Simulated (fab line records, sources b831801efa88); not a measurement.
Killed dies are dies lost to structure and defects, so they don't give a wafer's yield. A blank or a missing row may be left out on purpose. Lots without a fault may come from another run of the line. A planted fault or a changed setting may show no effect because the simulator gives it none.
A struck lot beside a sound one | flow gf180mcu | 14 steps out of a route of 602
Sound: wafers L587.3, L587.5, L587.6. Struck: wafers L589.3, L589.4, L589.6. The cause comes at the end.
At each step with rows: each side's tool, then ch and its chambers, then its first start. Under that, the readings that differ: sound wafers | struck wafers | difference of the means | sigmas: that difference in standard deviations of wafers without a fault.
alike: readings whose means differ by less than 2 such deviations, and words and numbers that are the same on both sides. not compared: withheld readings, readings that some wafer has no value for, bounds like >300 that may hide the same value, and numbers for which the record gives no deviation and whose values overlap.
The two part at a step that has a row with sigmas, a row that says differs or no value, or rows on one side only. Numbers that don't overlap but have no deviation are shown without sigmas and don't part them. A reading that every wafer of one side lacks parts them only if that side has two wafers or more.

first, 2 steps without rows for these wafers: GF_M2_CLEAN_19 (cleans in DIW); GF_V2_CVD_00 (deposits SiO2, target thk 600 nm, time 100 s).
GF_V2_THK_MEAS_01:
  sound on film_metro-04, day 23 13:37; struck on film_metro-01, day 24 11:40
  alike: V2_CVD_00_THK
GF_V2_CVD_02: deposits SiO2 from TEOS, target thk 850 nm, time 94.851 s.
  sound on pecvd-04 ch 1,2, day 23 13:39; struck on pecvd-02 ch 0,1,2, day 24 11:42
  alike: heater_power_w, rf_fwd_power_W
  not compared: since_wet_clean_h
GF_V2_THK_MEAS_03:
  sound on film_metro-03, day 23 13:44; struck on film_metro-04, day 24 11:47
  reading            | sound       | struck      | difference | sigmas
  V2_CVD_02_THK (nm) | 859 875 869 | 830 837 849 | -29        | -2
GF_V2_CMP_04: polishes SiO2.
  sound on cmp-01 ch 0,1,3, day 23 13:56; struck on cmp-02 ch 1,2,3, day 24 11:56
  reading                | sound     | struck   | difference | sigmas
  time_to_endpoint_s (s) | 95 105 98 | 73 79 79 | -22        | -3
  alike: edge_zone_pressure_frac, motor_current_A
GF_V2_BOW_MEAS_05:
  sound on film_metro-04, day 23 14:07; struck on film_metro-01, day 24 12:10
  alike: V2_BOW
then, 5 steps without rows for these wafers: GF_V2_DEHYDRATE_06 (time 60 s); GF_V2_HMDS_07 (prime time 60 s); GF_V2_COAT_08; GF_V2_COAT_09 (resist thk 1000 nm); GF_V2_SOFTBAKE_10 (time 60 s).
GF_V2_EXPOSE_11: exposes mask Via2, target cd 260 nm.
  sound on krf_scanner-02 ch 0, day 24 01:37; struck on krf_scanner-01, day 24 23:04
  no value came back on the struck wafers for exposure_dose_mJ_cm2, focus_offset_nm (nm); on the sound wafers exposure_dose_mJ_cm2 reads 37.88 37.90 37.86
  alike: mask
then, 1 step without rows for these wafers: GF_V2_PEB_12 (peb time 90 s).

WHERE THEY PART
First at GF_V2_THK_MEAS_03; last, within this record, at GF_V2_EXPOSE_11.

WHY: what the simulator had put in
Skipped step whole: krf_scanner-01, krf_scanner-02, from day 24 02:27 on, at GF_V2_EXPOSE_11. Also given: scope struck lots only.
